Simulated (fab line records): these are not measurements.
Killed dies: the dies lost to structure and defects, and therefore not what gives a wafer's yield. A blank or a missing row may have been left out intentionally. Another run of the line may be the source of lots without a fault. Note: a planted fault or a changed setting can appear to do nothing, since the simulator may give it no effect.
Matching of chambers ; flow sky130 ; SKY_PASSIVATION_ETCH_11 on rie-diel-02 has 4 sister chambers
The step etches the open film in CF4/O2, stops on AlCu, target depth 725 nm, time 161.1 s. 14 wafers are shown with their chamber, then 7 later ones without.

## WAFERS, EACH WITH ITS CHAMBER
wafer;chamber;drypump-motor-current-A (A);throttle-valve-pct (%);oes-product-au (a.u.)
L076.2;3;5.3;5.953;0.971
L076.3;0;5.0;5.969;0.976
L076.6;2;5.0;5.965;0.977
L080.1;3;5.3;5.960;0.979
L080.3;0;5.0;5.971;0.989
L080.6;0;5.0;5.969;0.979
L082.1;3;5.3;5.951;0.978
L082.2;2;5.0;5.973;0.993
L082.5;0;5.0;5.967;0.995
L085.2;1;5.2;5.968;0.980
L085.3;3;5.4;5.938;0.974
L085.6;2;5.0;5.973;0.977
L088.1;0;5.0;5.978;0.979
L088.2;3;5.4;5.966;0.981

SIGNATURES, as means of the wafers listed above
reading;chamber 0;chamber 1;chamber 2;chamber 3;scatter within a chamber
drypump-motor-current-A;5.000;5.200;5.000;5.340;0.0346
throttle-valve-pct;5.97080;5.96800;5.97033;5.95360;0.00749
oes-product-au;0.98360;0.98000;0.98233;0.97660;0.00704
Rule: for each reading, subtract the chamber's mean from the wafer's reading, divide by that reading's scatter and square the result; add these up over the readings and take the root, which gives the wafer's distance from the chamber. If the next closest chamber is less than 2 further off than the closest, the wafer can't be placed; otherwise it belongs to the closest. The scatter: take each reading less its chamber's mean, square it, sum over the shown wafers, divide by the number of wafers less the number of chambers, and take the root.

## WAFERS WITH NO CHAMBER GIVEN
wafer;drypump-motor-current-A (A);throttle-valve-pct (%);oes-product-au (a.u.)
L088.3;5.2;5.965;0.976
L088.4;5.0;5.955;0.993
L088.5;5.0;5.976;0.979
L088.6;5.2;5.956;0.982
L093.1;5.4;5.957;0.984
L093.3;5.0;5.974;0.978
L093.6;5.2;5.962;0.977

## THE CHAMBER EACH PASSED THROUGH
wafer;from the rows above;in truth
L088.3;1;1
L088.4;can't be placed: 0 or 2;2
L088.5;can't be placed: 2 or 0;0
L088.6;1;1
L093.1;3;3
L093.3;can't be placed: 2 or 0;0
L093.6;1;1
Correctly placed: 4 of 7. From these rows, 3 cannot be placed; in 3 the true chamber is one of the candidates. 0 placed wrongly.
